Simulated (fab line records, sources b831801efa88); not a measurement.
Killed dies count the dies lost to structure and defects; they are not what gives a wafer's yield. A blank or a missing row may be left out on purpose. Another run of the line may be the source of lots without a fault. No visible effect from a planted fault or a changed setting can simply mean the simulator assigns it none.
2 desks, one fault    flow sfq-line    each desk holds nothing but its own numbers, with what lay behind them at the end

THE METROLOGY DESK
Means of the sampled wafers that have a number, per lot and without regard to the tool the lot ran on: this is what the gauges read. If a lot's mean is further than 4 standard deviations from the usual mean, the lot is out of limits and carries the mark OUT (the distance appears in the brackets).
Columns: A = I1_BOW at SFQ_I1_BOW_MEAS_912, usual 2 um; B = I1_OVL at SFQ_I1_OVL_MEAS_913, usual 3 nm
lot   first seen here  A   B
L698  day 22 11:04     -1  10
L704  day 25 17:54     -1  5
L712  day 27 22:04     -2  14
L713  day 29 12:44     3   1
L720  day 33 02:01     -3  -7
L721  day 33 11:55     -3  -7
This desk's verdict: no lot among the 6 shows anything out of limits.

AT THE TOOL OWNER'S DESK: rie-diel-03
The tool's own readings at SFQ_TRILAYER_I1_VIA_BARC_OPEN_VIA_ETCH_071 (etches BARC in O2, target depth 125 nm, time 41.7 s): means of the sampled wafers that have a number, for each lot that ran on this tool. If a lot's mean is further than 4 standard deviations from the usual mean, the lot is out of limits and carries the mark OUT (the distance appears in the brackets).
Columns: A = drypump-motor-current-A at SFQ_TRILAYER_I1_VIA_BARC_OPEN_VIA_ETCH_071, usual 5.6 A; B = oes-product-au at SFQ_TRILAYER_I1_VIA_BARC_OPEN_VIA_ETCH_071, usual 0.685 a.u.; C = rf-fwd-power-W at SFQ_TRILAYER_I1_VIA_BARC_OPEN_VIA_ETCH_071, usual 494.6 W
lot   first seen here  A    B      C
L704  day 31 20:12     5.2  0.685  495.6
L712  day 33 05:58     5.6  0.686  493.7
L713  day 34 05:58     5.6  0.686  491.7
This desk's verdict: no lot among the 3 shows anything out of limits.

PUT TOGETHER
Nothing out of limits was seen by the metrology desk.
The desk of the tool owner found nothing out of limits.

WHAT THE SIMULATOR HAD PUT IN
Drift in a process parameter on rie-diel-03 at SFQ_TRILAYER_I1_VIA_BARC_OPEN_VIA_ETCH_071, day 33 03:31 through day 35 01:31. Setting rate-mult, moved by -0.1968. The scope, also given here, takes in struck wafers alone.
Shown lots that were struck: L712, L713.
